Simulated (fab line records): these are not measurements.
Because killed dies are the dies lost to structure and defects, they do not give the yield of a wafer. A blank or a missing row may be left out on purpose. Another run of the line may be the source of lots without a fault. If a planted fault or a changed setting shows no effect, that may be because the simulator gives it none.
A lot that was struck, set against a sound lot :: flow sfq-line :: 18 out of 325 route steps
Sound: wafers L330.1, L330.4, L330.5. Wafers L341.3, L341.4, L341.6 were the ones struck. The cause comes at the end.
Order at every step that has rows: each side's tool, ch and its chambers, its first start. Under that, the readings that differ: sound wafers :: struck wafers :: difference of the means :: sigmas: that difference in standard deviations of wafers without a fault.
alike: words and numbers the same on both sides, and readings whose means are apart by under 2 such deviations; not compared: readings that were withheld, readings missing a value for some wafer, numbers with overlapping values and no deviation given by the record, and bounds like >300 which may hide the same value.
A row with sigmas, a row that says differs or no value, or rows on one side alone: a step with any of these is where the two part. Numbers that don't overlap but have no deviation are shown without sigmas and don't part them. Lack of a reading on every wafer of one side parts them only where that side has two or more wafers.

SFQ_TRILAYER_M3_BARC_OPEN_METAL_ETCH_100: etches BARC in O2, target depth 125 nm, time 41.7 s.
  sound on rie-metal-03 ch 0,1, day 46 01:01; struck on rie-metal-02 ch 0,1, day 51 03:52
  alike: drypump-motor-current-A, oes-product-au
  not compared: rf-hours-counter-h
SFQ_TRILAYER_M3_ETCH_METAL_ETCH_078: etches Nb in Cl2/Ar, stops on SiO2, target depth 240 nm, time 120 s.
  sound on rie-metal-03 ch 0,1, day 46 01:05; struck on rie-metal-02 ch 0,1, day 51 03:56
  alike: drypump-motor-current-A, oes-product-au
  not compared: rf-hours-counter-h
SFQ_TRILAYER_M3_STRIP_STRIP_079: strips in O2.
  sound on rie-metal-03 ch 0,1, day 46 01:12; struck on rie-metal-02 ch 0,1, day 51 04:14
reading: oes-product-au (a.u.)
sound: 0.983 1.009 0.976
struck: 1.025 1.012 1.015
difference: +0.028
sigmas: +3
  alike: drypump-motor-current-A
  not compared: rf-hours-counter-h
then, 2 steps without rows for these wafers: SFQ_TRILAYER_M3_STRIP_SOLV_CLEAN_080 (cleans in NMP, time 600 s); SFQ_TRILAYER_I3_DEP_PECVD_081 (deposits SiO2 from SiH4/N2O, time 111.11 s, target thk 500 nm).
SFQ_TRILAYER_I3_CMP_CMP_082: polishes SiO2.
  sound on cmp-02 ch 0,1,3, day 46 11:26; struck on cmp-01 ch 0,1,2, day 51 12:19
reading: edge-zone-pressure-frac
sound: 0.993 0.991 0.999
struck: 1.001 1.005 1.012
difference: +0.012
sigmas: +2
  alike: motor-current-A, retaining-ring-pressure-frac, slurry-filter-dp-kPa, slurry-flow-ml-min, time-to-endpoint-s
SFQ_I3_BOW_MEAS_922:
  sound on film-metro-02 at day 46 13:56; struck on film-metro-02 at day 51 14:21
  alike: I3_BOW
then, 5 steps without rows for these wafers: SFQ_TRILAYER_I3_METRO_MEASURE_083; SFQ_TRILAYER_I3_VIA_LITHO_COAT_090 (resist thk 62 nm); SFQ_TRILAYER_I3_VIA_LITHO_COAT_085 (resist thk 650 nm); SFQ_TRILAYER_I3_VIA_LITHO_SOFTBAKE_089; SFQ_TRILAYER_I3_VIA_LITHO_EXPOSE_086 (exposes mask I3, target cd 500 nm).
-- the record jumps here: 6 days lie between the struck wafers' starts before and after --
SFQ_TRILAYER_I3_VIA_LITHO_PEB_088: peb time 60 s.
  sound on litho-track-03 ch 0, day 52 15:20; struck on litho-track-03 ch 0, day 57 09:38
  alike: resist-line-temp-C
then, 1 step without rows for these wafers: SFQ_TRILAYER_I3_VIA_LITHO_DEVELOP_087 (time 60 s).
SFQ_I3_OVL_MEAS_923:
  sound on overlay-01 at day 52 15:38; struck on overlay-02 at day 57 09:53
  alike: I3_OVL
SFQ_TRILAYER_I3_VIA_BARC_OPEN_VIA_ETCH_121: etches BARC in O2, target depth 125 nm, time 41.7 s.
  sound on rie-diel-03 ch 0,1, day 52 15:40; struck on rie-diel-02 ch 0,1,3, day 57 09:55
reading: model.I3.cd-nm (nm)
sound: 499.8 499.9 500.4
struck: 506.9 504.5 505.7
difference: +5.7
sigmas: 
  alike: drypump-motor-current-A, oes-product-au
  not compared: rf-hours-counter-h
SFQ_TRILAYER_I3_VIA_ETCH_VIA_ETCH_088: etches SiO2 in CHF3, stops on Nb, target depth 260 nm.
  sound on rie-diel-03 ch 0,1, day 52 15:43; struck on rie-diel-02 ch 0,1,3, day 57 09:57
reading: model.I3.cd-nm (nm)
sound: 499.9 497.7 498.5
struck: 504.6 505.2 504.3
difference: +6.0
sigmas: 
  alike: drypump-motor-current-A, oes-product-au
SFQ_TRILAYER_I3_VIA_STRIP_STRIP_089: strips in O2.
  sound on rie-metal-01 ch 0, day 52 15:49; struck on rie-metal-04 ch 0,1, day 57 10:16
  alike: drypump-motor-current-A, oes-product-au
  not compared: rf-hours-counter-h

WHERE THEY PART
First at SFQ_TRILAYER_M3_STRIP_STRIP_079; last, within this record, at SFQ_TRILAYER_I3_CMP_CMP_082. Later steps at which nothing parts them and some readings are alike: SFQ_I3_BOW_MEAS_922, SFQ_TRILAYER_I3_VIA_LITHO_PEB_088, SFQ_I3_OVL_MEAS_923, SFQ_TRILAYER_I3_VIA_BARC_OPEN_VIA_ETCH_121, SFQ_TRILAYER_I3_VIA_ETCH_VIA_ETCH_088, SFQ_TRILAYER_I3_VIA_STRIP_STRIP_089.

WHY: what the simulator had put in
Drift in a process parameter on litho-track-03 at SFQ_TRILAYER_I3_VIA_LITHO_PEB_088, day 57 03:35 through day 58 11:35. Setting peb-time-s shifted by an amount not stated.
